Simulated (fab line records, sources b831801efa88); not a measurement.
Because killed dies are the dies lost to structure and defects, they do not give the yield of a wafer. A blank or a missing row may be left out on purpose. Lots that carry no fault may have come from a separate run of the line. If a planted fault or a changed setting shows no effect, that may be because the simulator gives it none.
Comparing a struck lot with a sound one    flow sky130    26 steps out of a route of 708
Sound: these wafers, L109.1, L109.2, L109.3. Struck: wafers L998.2, L998.3. (L998.5 of the same lot was not struck and is left out.) The cause comes at the end.
Per side, at each step with rows, come the tool, then ch with its chambers, and then its first start. Under that, the readings that differ: sound wafers    struck wafers    difference of the means    sigmas: that difference in standard deviations of wafers without a fault.
alike: readings with means less than 2 such deviations apart, plus words and numbers identical on both sides. not compared: withheld readings, readings lacking a value on some wafer, bounds such as >300 that could conceal the same value, and numbers that have no deviation in the record and whose values overlap.
The two part at a step that has a row with sigmas, a row that says differs or no value, or rows on one side only. Non-overlapping numbers with no deviation appear without sigmas and do not part them. A reading that every wafer of one side lacks parts them only if that side has two wafers or more.

first, 6 steps without rows for these wafers: SKY_SD_N_IMPLANT_10; SKY_SD_N_STRIP_11 (strips in O2/N2); SKY_SD_N_CLEAN_13 (cleans in SC1/SC2, time 150 s); SKY_SD_N_RTA_14 (time 2 s); SKY_SALICIDE_CLEAN_00 (cleans in HF-last, time 30 s); SKY_LI_CONTACT_HDPCVD_00 (deposits PSG, target thk 930 nm, time 155 s).
SKY_LI_CONTACT_CMP_02: polishes PSG.
  sound on cmp-01 ch 0,1,3, day 33 11:45; struck on cmp-02 ch 1,2, day 30 04:17
reading                                        sound              struck       difference  sigmas
time_to_endpoint_s (s)                         33.5 32.3 32.3     18.6 17.0    -14.9       -6
model.PSG_of_LI_CONTACT_HDPCVD_00.thk_nm (nm)  598.9 598.7 597.7  747.2 745.7  +148.0      
  alike: head_pressure_psi, motor_current_A
then, 9 steps without rows for these wafers: SKY_LI_CONTACT_DEHYDRATE_04 (time 60 s); SKY_LI_CONTACT_HMDS_05 (prime time 60 s); SKY_LI_CONTACT_COAT_06 (resist thk 60 nm); SKY_LI_CONTACT_COAT_07 (resist thk 450 nm); SKY_LI_CONTACT_SOFTBAKE_08 (time 90 s); SKY_LI_CONTACT_EXPOSE_09 (exposes mask LICM1, target cd 170 nm); SKY_LI_CONTACT_PEB_10; SKY_LI_CONTACT_DEVELOP_11 (develop time 60 s); SKY_LI_CONTACT_ETCH_14 (etches BARC in N2/H2, stops on SiO2, time 45.9 s, target depth 60 nm).
SKY_LI_CONTACT_ETCH_15: etches PSG in C4F8/O2/Ar, stops on Si, target depth 600 nm.
  sound on rie_diel-04 ch 0,1,3, day 34 16:08; struck on rie_diel-01 ch 1,2, day 31 09:19
reading                                 sound              struck       difference  sigmas
oes_product_au (a.u.)                   0.835 0.831 0.831  0.947 0.950  +0.116      +24
model.etch.depth_nm (nm)                598.9 598.7 597.7  747.2 745.7  +148.0      
model.LI_CONTACT.feature_depth_nm (nm)  598.9 598.7 597.7  747.2 745.7  +148.0      
then, 6 steps without rows for these wafers: SKY_LI_CONTACT_STRIP_16 (strips in O2/N2); SKY_LI_CONTACT_CLEAN_17 (cleans in NMP, time 600 s); SKY_LI_CONTACT_PRE_CLEAN_18 (time 5.6 s); SKY_LI_CONTACT_SPUTTER_19 (material Ti, target thk 20 nm, time 106.37 s); SKY_LI_CONTACT_SPUTTER_20 (material TiN, target thk 20 nm, time 80 s); SKY_LI_CONTACT_CVD_21 (deposits W, target thk 400 nm, time 120.56 s).
SKY_LI_CONTACT_CMP_24: polishes, stops on PSG, t overpolish 20 s, target thk 0 nm.
  sound on cmp-01 ch 0,1,2, day 34 17:02; struck on cmp-01 ch 0,2, day 31 10:13
reading                                        sound              struck       difference  sigmas
model.PSG_of_LI_CONTACT_HDPCVD_00.thk_nm (nm)  589.4 589.3 588.2  737.7 736.2  +148.0      
  alike: head_pressure_psi, motor_current_A
then, 1 step without rows for these wafers: SKY_LOCAL_INTERCONNECT_SPUTTER_00 (material TiN, target thk 100 nm, time 83.3 s).
-- a jump in the record: the struck wafers' starts before and after are 16 days apart (it breaks off in module LOCAL_INTERCONNECT and resumes in module PAD_OPEN, where the first step shown is number 708 of the route) --
SKY_PAD_OPEN_PROBE_99:
  sound on prober-02, day 50 04:46; struck on prober-01, day 47 20:11
reading                                  sound              struck       difference  sigmas
model.etest.licon_pdiff.rc_ohm           611.3 603.5 588.3  670.3 652.8  +60.5       
model.etest.nfet_g5v0d10v5.r_on_ohm_um   1859 1873 1884     1920 1930    +53         
model.etest.nfet_01v8.r_on_ohm_um        836.8 816.8 836.2  885 862.1    +44         
model.etest.licon_ndiff.rc_ohm           181.1 183.2 180.5  233.6 211.8  +41.1       
model.etest.licon_high_po.rc_ohm         348.7 351.5 337.7  386.7 375.1  +34.9       
model.etest.sonos_uncharged.r_on_ohm_um  815.3 799.8 821.9  845.5 839.1  +30.0       
model.etest.cap_li_to_poly.c_af_um2      97.76 98.7 99.1    70 70.34     -28         
model.etest.licon_poly.rc_ohm            151.1 151 148.3    176.5 169.5  +22.9       
  alike: killed_at_M0_to_M3, killed_at_M4_up, killed_at_contacts, killed_at_front_end, killed_at_other, killed_dies, killed_open, killed_short

== WHERE THEY PART ==
First at SKY_LI_CONTACT_CMP_02; last, within this record, at SKY_LI_CONTACT_ETCH_15. Later steps at which nothing parts them and some readings are alike: SKY_LI_CONTACT_CMP_24, SKY_PAD_OPEN_PROBE_99.

WHY: what the simulator had put in
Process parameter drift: cmp-02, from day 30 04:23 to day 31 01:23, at SKY_LI_CONTACT_CMP_02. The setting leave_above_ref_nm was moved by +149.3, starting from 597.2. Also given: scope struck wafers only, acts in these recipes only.
